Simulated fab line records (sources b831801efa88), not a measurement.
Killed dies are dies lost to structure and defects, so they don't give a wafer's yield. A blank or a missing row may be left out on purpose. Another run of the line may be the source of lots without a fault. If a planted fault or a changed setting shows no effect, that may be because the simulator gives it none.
fab line records | flow sky130
record lots=12 wafers=36 lastDay=50
route steps=708 shown NWELL@81 VT_ADJUST_LVTN@104 GATE_OXIDE@198 PAD_OPEN@708
lots that met no fault: from a run of the same line without faults
startH: the number of hours between the record's first day and the start of the first shown wafer of the lot | waitH: how many hours have passed since the lot's step before this one | " same as the row above | L1.1+2: one row covering several wafers at once | - no value, or no start given | * or withheld: withheld | < > ~ a bound
route shown NAME@n: a module of which the file shows steps, and the number in the route of the first | usual: mean/standard deviation of fault-free wafers | same: alike in all rows | chamber/n: place in a boat | sites: readings site by site | _std_site: how widely they spread, as a standard deviation | _edge_site: the outer-site mean with the inner-site mean subtracted | radiusMm: for every site, how far away it sits from the centre of the wafer | mask NAME#n: copy n | behind: the last tool/chamber to shape the wafer | hold: why the lot went on hold/how many hours it stayed there/how the hold came to an end | device: whichever transistor did not switch (one of n, p or np) | end of line: tests run on the same wafers once the route is complete | a step without rows: its recipe alone | killed: the dies lost at the first sort to structure and to defects; this is not the yield of the wafer | map: the dies of a wafer, with x for killed, . for not killed, _ for no die there
set.NAME: the setting that was run; set.NAME@STEP: the one run at that earlier step | model.NAME: the simulator's own value behind a step, which no gauge read
route steps across a sampled set of lots; one table per step, one row per wafer
services: a tool's chamber out of use, with start hour (startH, from the record's first day; less than 0 if before it), hours out, and reason
## steps
# step SKY_NWELL_RTA_28
# recipe tempC=1050 timeS=30 idleTempC=650 rampUpCPerS=150 rampDownCPerS=90 ambient=N2
# usual lampPowerPct=25.31/0.049 wafer_temp_C_max=1054.9/1.1
# same timeS=30
# columns lot.wafer tool chamber startH waitH lampPowerPct wafer_temp_C_max
L303.1 rtpAnneal-01 0 118.17 0.0 25.36 1053.9
L303.3 " 0 " " 25.28 1054.1
L303.6 " 0 " " 25.25 1055.2
L305.3 rtpAnneal-01 0 131.95 0.0 25.26 1055.4
L305.4 " 0 " " 25.34 1055.4
L305.6 " 0 " " 25.25 1055.3
L310.2 rtpAnneal-02 0 159.48 0.0 25.26 1053.9
L310.5 " 0 " " 25.34 1057.0
L310.6 " 0 " " 25.36 1055.7
L311.3 rtpAnneal-01 0 171.15 0.0 25.28 1054.7
L311.4 " 0 " " 25.36 1054.3
L311.5 " 0 " " 25.35 1054.3
L312.1 rtpAnneal-02 0 177.00 0.0 25.35 1054.8
L312.3 " 0 " " 25.30 1056.1
L312.4 " 0 " " 25.19 1056.1
L313.4 rtpAnneal-01 0 183.26 0.1 25.39 1054.9
L313.5 " 0 " " 25.31 1057.0
L313.6 " 0 " " 25.41 1055.2
L314.1 rtpAnneal-02 0 188.97 0.0 25.36 1057.3
L314.2 " 0 " " 25.38 1054.5
L314.5 " 0 " " 25.28 1055.9
L316.2 rtpAnneal-01 0 199.53 0.0 25.26 1057.9
L316.4 " 0 " " 25.32 1054.2
L316.5 " 0 " " 25.35 1055.9
L317.1 rtpAnneal-02 0 206.17 0.0 25.33 1054.3
L317.3 " 0 " " 25.36 1056.7
L317.5 " 0 " " 25.34 1055.0
L320.1 rtpAnneal-02 0 219.52 0.0 25.34 1055.2
L320.2 " 0 " " 25.43 1058.2
L320.4 " 0 " " 25.30 1054.8
L322.3 rtpAnneal-02 0 229.53 0.0 25.43 1054.6
L322.5 " 0 " " 25.26 1054.3
L322.6 " 0 " " 25.36 1055.3
L323.2 rtpAnneal-01 0 237.23 0.0 25.29 1054.7
L323.4 " 0 " " 25.26 1056.4
L323.6 " 0 " " 25.33 1055.1
# step SKY_VT_ADJUST_LVTN_OVL_MEAS_07
# usual VT_ADJUST_LVTN_OVL=0.2/1.5
# columns lot.wafer tool chamber startH waitH VT_ADJUST_LVTN_OVL[nm]
L303.1 overlay-02 - 157.46 - -1.7
L303.3 " - " " 0.3
L303.6 " - " " 0.3
L305.3 overlay-01 - 171.80 - -1.8
L305.4 " - " " -1.2
L305.6 " - " " 1.1
L310.2 overlay-01 - 200.81 - 1.2
L310.5 " - " " 0.6
L310.6 " - " " 1.6
L311.3 overlay-02 - 214.43 - -1.4
L311.4 " - " " -0.5
L311.5 " - " " -2.1
L312.1 overlay-01 - 220.27 - 2.9
L312.3 " - " " 0.3
L312.4 " - " " 0.6
L313.4 overlay-02 - 226.69 - 2.4
L313.5 " - " " -0.2
L313.6 " - " " 1.3
L314.1 overlay-01 - 231.67 - 3.1
L314.2 " - " " 2.2
L314.5 " - " " 2.1
L316.2 overlay-01 - 244.33 - 1.6
L316.4 " - " " 0.8
L316.5 " - " " -1.4
L317.1 overlay-02 - 251.35 - -0.9
L317.3 " - " " 0.3
L317.5 " - " " -0.7
L320.1 overlay-01 - 265.14 - -2.7
L320.2 " - " " -1.6
L320.4 " - " " -1.3
L322.3 overlay-02 - 276.73 - 0.5
L322.5 " - " " -0.8
L322.6 " - " " 0.4
L323.2 overlay-02 - 285.01 - 0.9
L323.4 " - " " -0.3
L323.6 " - " " -1.2
# step SKY_VT_ADJUST_LVTN_STRIP_09
# recipe chemistry=O2/N2 powerW=1400 pressureMtorr=1500 platenTempC=withheld o2FlowSccm=3000 n2FlowSccm=300 overashFraction=0.5
# usual drypumpMotorCurrentA=5.55/0.29 o2FlowSccm=3001/8.4 oesProductAu=0.723/0.0043 stripTimeToEndpointS=36.97/0.12
# columns lot.wafer tool chamber startH waitH drypumpMotorCurrentA o2FlowSccm oesProductAu rfHoursCounterH stripTimeToEndpointS
L303.1 plasmaAsher-02 0 157.64 0.1 5.65 2993 0.723 4 37.06
L303.3 " 0 " " 5.62 2990 0.724 - 36.86
L303.6 " 1 " " 5.23 3006 0.725 - 37.10
L305.3 plasmaAsher-03 1 172.01 0.1 5.91 3006 0.724 - 37.11
L305.4 " 0 " " 5.03 2999 0.724 - 36.99
L305.6 " 0 " " 5.05 2997 0.723 - 37.07
L310.2 plasmaAsher-03 1 200.99 0.1 5.90 2993 0.727 39 36.88
L310.5 " 1 " " 5.90 2998 0.720 - 36.88
L310.6 " 0 " " 5.06 3009 0.722 - 36.93
L311.3 plasmaAsher-02 1 214.64 0.1 5.25 2999 0.724 - 36.88
L311.4 " 0 " " 5.64 3005 0.722 - 36.93
L311.5 " 1 " " 5.26 3006 0.725 - 36.77
L312.1 plasmaAsher-03 0 220.46 0.1 5.04 2996 0.721 41 37.08
L312.3 " 0 " " 5.05 2994 0.731 - 37.02
L312.4 " 1 " " 5.89 3002 0.731 - 37.00
L313.4 plasmaAsher-01 1 226.89 0.1 5.68 2998 0.719 - 37.06
L313.5 " 1 " " 5.65 3008 0.724 - 36.88
L313.6 " 0 " " 5.75 3007 0.724 - 36.91
L314.1 plasmaAsher-01 0 231.86 0.1 5.73 2988 0.717 51 37.03
L314.2 " 1 " " 5.64 2997 0.727 51 36.98
L314.5 " 0 " " 5.71 2996 0.721 - 37.13
L316.2 plasmaAsher-03 0 244.51 0.1 5.06 3009 0.727 43 36.87
L316.4 " 1 " " 5.89 3007 0.728 - 36.83
L316.5 " 1 " " 5.89 3010 0.715 - 36.87
L317.1 plasmaAsher-02 1 251.54 0.1 5.24 3001 0.721 12 36.96
L317.3 " 1 " " 5.25 3015 0.727 - 37.00
L317.5 " 1 " " 5.26 3006 0.718 - 36.81
L320.1 plasmaAsher-01 0 265.32 0.1 5.70 3009 0.726 52 36.98
L320.2 " 1 " " 5.61 2995 0.724 52 37.10
L320.4 " 0 " " 5.70 3012 0.728 - 37.09
L322.3 plasmaAsher-01 0 276.94 0.1 5.72 3007 0.724 - 37.03
L322.5 " 0 " " 5.72 3005 0.714 - 37.12
L322.6 " 1 " " 5.64 3012 0.721 - 37.17
L323.2 plasmaAsher-01 1 285.19 0.1 5.64 2992 0.722 54 37.13
L323.4 " 0 " " 5.71 3017 0.723 - 37.09
L323.6 " 0 " " 5.70 3015 0.725 - 37.04
# step SKY_GATE_OXIDE_IMPLANT_11
# recipe species=B energyKev=10 doseCm2=2.6e+12 tiltDeg=withheld
# usual beamEnergyKeV=10.000/0.0031 endStationPressureTorr=5.01e-06/2.7e-07
# columns lot.wafer tool chamber startH waitH beamEnergyKeV endStationPressureTorr
L303.1 implanter-04 0 330.74 0.0 10.002 4.57e-06
L303.3 " 0 " " 9.997 4.71e-06
L303.6 " 0 " " 9.999 5.05e-06
L305.3 implanter-01 0 345.54 0.1 10.005 5.23e-06
L305.4 " 0 " " 10.003 4.95e-06
L305.6 " 0 " " 10.000 4.66e-06
L310.2 implanter-04 0 382.13 0.0 10.000 5.12e-06
L310.5 " 0 " " 10.000 5.16e-06
L310.6 " 0 " " 9.998 4.82e-06
L311.3 implanter-01 0 404.36 0.1 10.006 4.98e-06
L311.4 " 0 " " 10.006 4.97e-06
L311.5 " 0 " " 10.001 5.07e-06
L312.1 implanter-04 0 408.51 0.0 10.003 5.24e-06
L312.3 " 0 " " 10.000 4.86e-06
L312.4 " 0 " " 10.004 5.16e-06
L313.4 implanter-01 0 417.06 0.1 10.003 4.58e-06
L313.5 " 0 " " 10.002 5.14e-06
L313.6 " 0 " " 10.003 5.12e-06
L314.1 implanter-03 0 423.36 0.0 9.996 4.5e-06
L314.2 " 0 " " 10.001 4.68e-06
L314.5 " 0 " " 10.001 5.32e-06
L316.2 implanter-01 0 439.86 0.0 10.003 5.2e-06
L316.4 " 0 " " 9.998 5.34e-06
L316.5 " 0 " " 9.997 5.27e-06
L317.1 implanter-01 0 454.11 0.0 8.370 4.77e-06
L317.3 " 0 " " 8.368 5.08e-06
L317.5 " 0 " " 8.370 5.15e-06
L320.1 implanter-04 0 468.86 0.0 10.002 4.84e-06
L320.2 " 0 " " 10.005 5.14e-06
L320.4 " 0 " " 10.005 5.31e-06
L322.3 implanter-01 0 482.81 0.1 8.370 5.29e-06
L322.5 " 0 " " 8.368 4.81e-06
L322.6 " 0 " " 8.365 4.95e-06
L323.2 implanter-04 0 495.38 0.0 10.003 5.27e-06
L323.4 " 0 " " 10.004 4.49e-06
L323.6 " 0 " " 10.002 4.69e-06
# step SKY_GATE_OXIDE_TW_MEAS_14
# usual GATE_OXIDE_TW=223.3/1.6
# columns lot.wafer tool chamber startH waitH GATE_OXIDE_TW
L303.1 filmMetro-01 - 331.10 0.1 222.4
L303.3 " - " " 224.3
L303.6 " - " " 222.9
L305.3 filmMetro-03 - 345.87 0.1 226.1
L305.4 " - " " 223.9
L305.6 " - " " 225.2
L310.2 filmMetro-03 - 382.47 0.1 224.3
L310.5 " - " " 224.4
L310.6 " - " " 224.1
L311.3 filmMetro-03 - 404.69 0.1 224.5
L311.4 " - " " 223.0
L311.5 " - " " 225.2
L312.1 filmMetro-02 - 408.87 0.1 220.5
L312.3 " - " " 220.1
L312.4 " - " " 220.4
L313.4 filmMetro-01 - 417.37 0.1 221.9
L313.5 " - " " 222.4
L313.6 " - " " 223.5
L314.1 filmMetro-01 - 423.71 0.1 221.8
L314.2 " - " " 222.4
L314.5 " - " " 223.2
L316.2 filmMetro-03 - 440.20 0.1 224.3
L316.4 " - " " 223.3
L316.5 " - " " 223.0
L317.1 filmMetro-01 - 454.50 0.1 214.0
L317.3 " - " " 213.3
L317.5 " - " " 213.5
L320.1 filmMetro-02 - 469.22 0.1 220.2
L320.2 " - " " 219.9
L320.4 " - " " 221.1
L322.3 filmMetro-01 - 483.13 0.1 213.9
L322.5 " - " " 213.3
L322.6 " - " " 213.2
L323.2 filmMetro-01 - 495.72 0.1 222.0
L323.4 " - " " 220.3
L323.6 " - " " 222.8
# step SKY_PAD_OPEN_PROBE_99
# usual killed_at_M0_to_M3=45/7.1 killed_at_M4_up=3.0/1.8 killedAtContacts=24/5.4 killedAtFrontEnd=16/4.9 killedAtOther=0.3/0.63 killedDies=88/11 killedOpen=47/7.4 killedShort=40/7
# same grossDies=492 killedAtBackSide=0
# columns lot.wafer tool chamber startH waitH killed_at_M0_to_M3 killed_at_M4_up killedAtContacts killedAtFrontEnd killedAtOther killedDies killedOpen killedShort
L317.1 prober-01 - 1171.31 0.1 58 1 23 24 0 106 55 51
L317.5 prober-01 - 1171.51 0.2 45 4 22 12 2 85 36 49
# killed by level:class
L317.1 VIA2:geometricParticle:open=9 METAL1:geometricParticle:short=8 VIA1:geometricParticle:short=8 VIA1:geometricParticle:open=8 FIELD_ISO:geometricParticle:open=7 POLY_GATE:geometricParticle:open=7 LI_CONTACT:geometricParticle:open=7 METAL2:geometricParticle:short=7
L317.5 VIA1:geometricParticle:short=10 VIA3:geometricParticle:open=7 LI_CONTACT:geometricParticle:open=7 VIA1:geometricParticle:open=7 CONTACT:geometricParticle:short=6 METAL3:geometricParticle:short=6 POLY_GATE:geometricParticle:open=4 LOCAL_INTERCONNECT:geometricParticle:short=4
## services
# columns tool chamber startH hours kind
implanter-04 - 99.52 10.9 repair
plasmaAsher-02 - 108.75 9.0 pm
implanter-01 - 137.58 2.9 pm
plasmaAsher-03 - 172.73 1.1 repair
plasmaAsher-02 - 180.17 11.2 repair
implanter-01 - 183.91 4.0 repair
plasmaAsher-02 - 192.33 2.3 repair
plasmaAsher-01 - 237.31 25.0 pm
implanter-04 - 243.40 2.1 pm
implanter-01 - 252.29 2.4 repair
implanter-01 - 256.48 1.1 repair
implanter-03 - 256.65 2.2 repair
plasmaAsher-02 - 285.86 2.8 pm
implanter-03 - 287.08 3.8 pm
implanter-03 - 301.97 47.4 repair
implanter-04 - 332.71 28.8 pm
implanter-01 - 335.64 3.1 repair
rtpAnneal-01 - 356.42 3.2 pm
implanter-01 - 371.80 1.2 repair
implanter-04 - 412.58 3.7 repair
plasmaAsher-01 - 421.25 9.0 pm
implanter-04 - 427.46 15.0 repair
plasmaAsher-01 - 450.28 7.5 repair
implanter-04 - 455.88 4.3 pm
## key
firstSign step=SKY_GATE_OXIDE_IMPLANT_11 reading=beamEnergyKeV direction=down sigmas=99+ usual=* struck=*
effect step=SKY_GATE_OXIDE_TW_MEAS_14 reading=GATE_OXIDE_TW direction=down sigmas=6 usual=223.3 struck=213.5
metAt SKY_GATE_OXIDE_IMPLANT_11
struckLots L317,L322
testerLeftOut L317,L322
notActingAt SKY_NWELL_RTA_28,SKY_VT_ADJUST_LVTN_OVL_MEAS_07,SKY_VT_ADJUST_LVTN_STRIP_09
onsetBetween 439.86 454.11
fault kind=processParameterDrift tool=implanter-01 chamber=- onsetH=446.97 steps=SKY_GATE_OXIDE_IMPLANT_11 channel=energyKev offset=* shape=step endH=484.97 actsIn=* stated=*
# testerLeftOut: of these lots the tester's yield and bins aren't shown, on N5 and GAA mostly nor the transistor test; their killed dies are dies lost to structure and defects alone, not to doping, threshold or leakage, so they don't give the yield
